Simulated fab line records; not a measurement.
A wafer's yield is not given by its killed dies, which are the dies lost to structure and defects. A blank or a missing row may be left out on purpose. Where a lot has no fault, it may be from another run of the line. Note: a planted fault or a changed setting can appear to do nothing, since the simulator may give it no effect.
Matching of chambers + flow sky130 + pecvd-03 running SKY_CAP2M_CVD_00: 3 sister chambers
The step deposits SiO2, target thk 15.5 nm. 16 wafers are shown with their chamber, then 8 later ones without.

== WAFERS WITH THEIR CHAMBER ==
| wafer  | chamber | heaterPowerW (W) |
|--------|---------|------------------|
| L077.1 | 1       | 892              |
| L077.2 | 2       | 853              |
| L077.6 | 1       | 899              |
| L080.2 | 0       | 884              |
| L080.5 | 2       | 850              |
| L080.6 | 0       | 919              |
| L082.1 | 0       | 832              |
| L082.5 | 0       | 831              |
| L082.6 | 2       | 806              |
| L091.1 | 1       | 877              |
| L091.3 | 2       | 868              |
| L091.6 | 0       | 917              |
| L090.1 | 0       | 961              |
| L090.3 | 2       | 805              |
| L090.6 | 2       | 797              |
| L093.2 | 2       | 838              |

SIGNATURES, as means of the wafers listed above
| reading      | chamber 0 | chamber 1 | chamber 2 | scatter within a chamber |
|--------------|-----------|-----------|-----------|--------------------------|
| heaterPowerW | 890.67    | 889.33    | 831.00    | 37.7                     |
Rule: a wafer's distance from a chamber is the root of the sum, over the readings, of the square of ((its reading less the chamber's mean) divided by the reading's scatter). The wafer belongs to the nearest chamber; if the next one is less than 2 further off, it can't be placed. The scatter: take each reading less its chamber's mean, square it, sum over the shown wafers, divide by the number of wafers less the number of chambers, and take the root.

== WAFERS MISSING THEIR CHAMBER ==
| wafer  | heaterPowerW (W) |
|--------|------------------|
| L093.3 | 769              |
| L093.6 | 762              |
| L094.2 | 891              |
| L094.5 | 872              |
| L094.6 | 877              |
| L095.2 | 879              |
| L095.4 | 779              |
| L095.5 | 980              |

== WHICH CHAMBER EACH ONE RAN IN ==
| wafer  | from the rows above          | in truth |
|--------|------------------------------|----------|
| L093.3 | can't be placed: 2 or 1 or 0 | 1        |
| L093.6 | can't be placed: 2 or 1 or 0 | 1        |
| L094.2 | can't be placed: 0 or 1 or 2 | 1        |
| L094.5 | can't be placed: 1 or 0 or 2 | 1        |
| L094.6 | can't be placed: 1 or 0 or 2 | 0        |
| L095.2 | can't be placed: 1 or 0 or 2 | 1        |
| L095.4 | can't be placed: 2 or 1 or 0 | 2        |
| L095.5 | can't be placed: 0 or 1 or 2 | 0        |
Correct placement for 0 of the 8. Can't be placed from these rows: 8 (the true chamber is among the candidates in 8). Placed wrongly: 0.
